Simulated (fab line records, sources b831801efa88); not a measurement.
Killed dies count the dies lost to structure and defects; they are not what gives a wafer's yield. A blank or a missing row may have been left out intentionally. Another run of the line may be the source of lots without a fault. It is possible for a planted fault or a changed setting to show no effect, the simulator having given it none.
Problem report in the 8D (eight disciplines) form, filled by code :: flow sky130 :: the parts of the form that need people (team, actions taken, sign-off) are left out

## 1. WHAT IS WRONG
Mean of oesProductAu at SKY_METAL1_METAL_ETCH_19: 0.775 a.u. across 3 wafers in 2 lots; on wafers with no fault it is 0.854 a.u. (standard deviation 0.0057). Relative to the usual mean, that is a shift of -14 standard deviations.
The step: etches the open film in Cl2/BCl3, stops on SiO2, target depth 360 nm, time 78 s.
First seen on wafer L941.4, day 37 06:25, on rieMetal-02. The record has a number at this step for 32 wafers belonging to 11 lots. Rule for "out", or "out of limits": more than 4 standard deviations from the usual mean. The rest of the wafers with a number are treated as sound.

## 2. WHAT IT IS, AND WHAT IT ISN'T
question: which readings at this step
is: oesProductAu
is not: drypumpMotorCurrentA, heBacksideLeakSccm, throttleValvePct

question: which lots
is: L941, L943
is not: L928, L929, L931, L933, L934, L945, L947, L948, L951

question: which wafers of those lots
is: L941.4, L943.3, L943.4
is not: L941.5, L943.2

question: read on which tools
is: rieMetal-02
is not: rieMetal-03, rieMetal-04

question: when
is: from day 37 06:25
is not: up to then (16 sound wafers); but 13 sound wafers of L943, L945, L947, L948, L951 came after

## 3. THE SUSPECTS, EACH WITH WHAT RULES IT OUT
Counting: if a tool at a process step up to the reading ran every lot that is out, it stays a suspect. Sound lots after the first of them don't rule it out here, since some wafers of a struck lot are sound.
- rieMetal-02 at SKY_METAL1_METAL_ETCH_19 (etches the open film in Cl2/BCl3, stops on SiO2, target depth 360 nm, time 78 s): kept. Ran every lot that is out, first one L941 (day 37 06:25); last sound lot up to then L934 (day 34 17:30). On those wafers its own readings are out: oesProductAu.
After counting, what remains is rieMetal-02 at SKY_METAL1_METAL_ETCH_19.

## 4. THE CAUSE (what the simulator had put in)
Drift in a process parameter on rieMetal-02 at SKY_METAL1_METAL_ETCH_19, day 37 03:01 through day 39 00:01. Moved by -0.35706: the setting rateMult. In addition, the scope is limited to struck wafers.
Only this tool survived the counting.

## 5. SEQUENCE OF EFFECTS, ordered by route
Rows list readings where the struck wafers' mean (over those with a number) sits beyond 3 standard deviations from the usual. Readings are gone through only where the record gives a usual standard deviation; hours: the median, over the lots, of the time from a lot's start at the first step in this table giving one to that lot's start at this step; sigmas: the change measured in usual standard deviations.
hours: 0
step: SKY_METAL1_METAL_ETCH_19
reading: oesProductAu
usual: 0.854 a.u.
on struck wafers: 0.775
change: -0.079
sigmas: -14

hours: 0
step: SKY_METAL1_STRIP_20
reading: oesProductAu
usual: 0.343 a.u.
on struck wafers: 0.380
change: +0.037
sigmas: +7.6

hours: 0
step: SKY_METAL1_STRIP_20
reading: stripTimeToEndpointS
usual: 2.71 s
on struck wafers: 3.62
change: +0.91
sigmas: +22

hours: 284
step: SKY_PAD_OPEN_PROBE_99
reading: defectLimitedYield
usual: 82.3 %
on struck wafers: 0.0
change: -82.3
sigmas: -43

hours: 284
step: SKY_PAD_OPEN_PROBE_99
reading: killed_at_M0_to_M3
usual: 44
on struck wafers: 453
change: +409
sigmas: +59

hours: 284
step: SKY_PAD_OPEN_PROBE_99
reading: killedDies
usual: 87
on struck wafers: 492
change: +405
sigmas: +43

hours: 284
step: SKY_PAD_OPEN_PROBE_99
reading: killedOnRim
usual: 17
on struck wafers: 96
change: +79
sigmas: +20

hours: 284
step: SKY_PAD_OPEN_PROBE_99
reading: sort_bin_5_function
usual: 10.5 %
on struck wafers: 93.0
change: +82.5
sigmas: +55

hours: 284
step: SKY_PAD_OPEN_PROBE_99
reading: sortNPass
usual: 405
on struck wafers: 0
change: -405
sigmas: -43

hours: 284
step: SKY_PAD_OPEN_PROBE_99
reading: sortYieldPct
usual: 82.3 %
on struck wafers: 0.0
change: -82.3
sigmas: -43
Process steps it contains:
- SKY_METAL1_METAL_ETCH_19: etches the open film in Cl2/BCl3, stops on SiO2, target depth 360 nm, time 78 s.
- SKY_METAL1_STRIP_20: strips in O2/N2.
- SKY_PAD_OPEN_PROBE_99

## 6. HOW IT WOULD HAVE BEEN CAUGHT EARLIER
First out-of-limits reading in this record: day 37 06:25, which is 3 hours after fault onset at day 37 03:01.
